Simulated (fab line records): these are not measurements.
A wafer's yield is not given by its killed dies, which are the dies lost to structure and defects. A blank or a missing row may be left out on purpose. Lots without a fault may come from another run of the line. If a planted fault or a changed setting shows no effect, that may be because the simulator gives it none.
Chamber matching -- flow sky130 -- SKY_VIA3_ETCH_15 on rieDiel-04 has 4 sister chambers
The step etches SiO2 in C4F8/O2/Ar, stops on TiN, target depth 507 nm, time 78 s. 8 wafers are shown with their chamber, then 9 later ones without.

## WAFERS PAIRED WITH THEIR CHAMBERS
wafer,chamber,rfFwdPowerW (W),oesProductAu (a.u.)
L083.3,0,1480,0.948
L084.1,1,1485,0.945
L085.1,1,1479,0.959
L085.3,2,1489,0.949
L085.4,0,1486,0.950
L089.1,2,1487,0.953
L089.2,3,1487,0.943
L089.6,3,1493,0.943

## WAFERS WITH NO CHAMBER GIVEN
wafer,rfFwdPowerW (W),oesProductAu (a.u.)
L090.3,1489,0.948
L090.5,1488,0.940
L090.6,1482,0.943
L091.2,1484,0.944
L091.3,1486,0.951
L091.5,1485,0.946
L095.1,1493,0.950
L095.4,1481,0.948
L095.6,1495,0.947

## THE CHAMBER EACH PASSED THROUGH
wafer,from the rows above,in truth
L090.3,can't be placed: 2 or 3 or 0 or 1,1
L090.5,can't be placed: 3 or 2 or 0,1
L090.6,can't be placed: 0 or 1 or 3 or 2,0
L091.2,can't be placed: 0 or 3 or 1 or 2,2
L091.3,can't be placed: 2 or 0 or 1 or 3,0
L091.5,can't be placed: 0 or 2 or 1 or 3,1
L095.1,can't be placed: 2 or 3 or 0 or 1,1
L095.4,can't be placed: 0 or 1 or 2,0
L095.6,can't be placed: 3 or 2 or 0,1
Placed correctly: 0 of 9. Unplaceable from these rows: 9, with the true chamber sitting among the candidates in 7. 0 placed wrongly.
How it was worked out, from the rows above alone: a wafer's distance from a chamber is the root of the sum, over the readings, of the square of ((its reading less the chamber's mean) divided by the reading's scatter). The wafer belongs to the nearest chamber; if the next one is less than 2 further off, it can't be placed. Each chamber's mean is taken over the wafers shown for it. The scatter: take each reading less its chamber's mean, square it, sum over the shown wafers, divide by the number of wafers less the number of chambers, and take the root.
